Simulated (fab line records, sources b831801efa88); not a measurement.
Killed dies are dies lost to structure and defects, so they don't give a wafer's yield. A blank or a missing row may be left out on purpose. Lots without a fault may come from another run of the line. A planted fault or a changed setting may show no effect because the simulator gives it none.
Which tool did it? | flow gf180mcu | 6 lots, 18 wafers sampled, at 3 steps of a route of 602

WHAT THE GAUGES READ, wafer by wafer
GF_PSD_CD_MEAS_07: target cd 400 nm.
lot  | measured     | on        | cd_nm (nm)
L685 | day 14 17:22 | cd_sem-01 | 400.2 398.3 398.9
L691 | day 17 01:53 | cd_sem-01 | 398.8 401.1 399.6
L693 | day 17 23:00 | cd_sem-02 | 405.9 405.7 405.7
L696 | day 19 05:06 | cd_sem-02 | 399.3 397.8 399.9
L704 | day 21 23:40 | cd_sem-02 | 401.4 400.7 401.9
L706 | day 22 11:59 | cd_sem-02 | 395.5 395.2 395.7

WHICH TOOL RAN EACH LOT (tool, then ch and the chambers of the sampled wafers, then the start)
lot  | GF_HV_LDD_RTA_52                 | GF_PSD_COAT_02
L685 | rtp_anneal-02 ch 0, day 12 22:38 | litho_track-02 ch 0, day 14 06:44
L691 | rtp_anneal-02 ch 0, day 15 04:20 | litho_track-03 ch 0, day 16 14:00
L693 | rtp_anneal-01 ch 0, day 15 22:17 | litho_track-03 ch 0, day 17 11:03
L696 | rtp_anneal-01 ch 0, day 17 02:41 | litho_track-01 ch 0, day 18 16:56
L704 | rtp_anneal-02 ch 0, day 19 21:19 | litho_track-02 ch 0, day 21 12:01
L706 | rtp_anneal-01 ch 0, day 20 09:15 | litho_track-03 ch 0, day 22 00:12
- GF_HV_LDD_RTA_52: time 10 s.
- GF_PSD_COAT_02: resist thk 1000 nm.

THE ANSWER, worked out from the rows above alone
Rule: what is usual is taken from the lots themselves. Put in order of their means at a reading, lots are off if they are a third of the lots or fewer, leave a main group of 4 or more, and stand apart from it by a gap of 3 or more times the standard deviation of the main group's means; of several such gaps the widest counts. A main group whose means are all the same, to the digits that the tables above print for the reading, isn't used. A lot without any number at a reading at which 4 lots or more have one is off too. The other lots that the step has rows for count as sound.
No lot is off at any reading shown: from this, nothing can be told.

WHAT THE SIMULATOR HAD PUT IN
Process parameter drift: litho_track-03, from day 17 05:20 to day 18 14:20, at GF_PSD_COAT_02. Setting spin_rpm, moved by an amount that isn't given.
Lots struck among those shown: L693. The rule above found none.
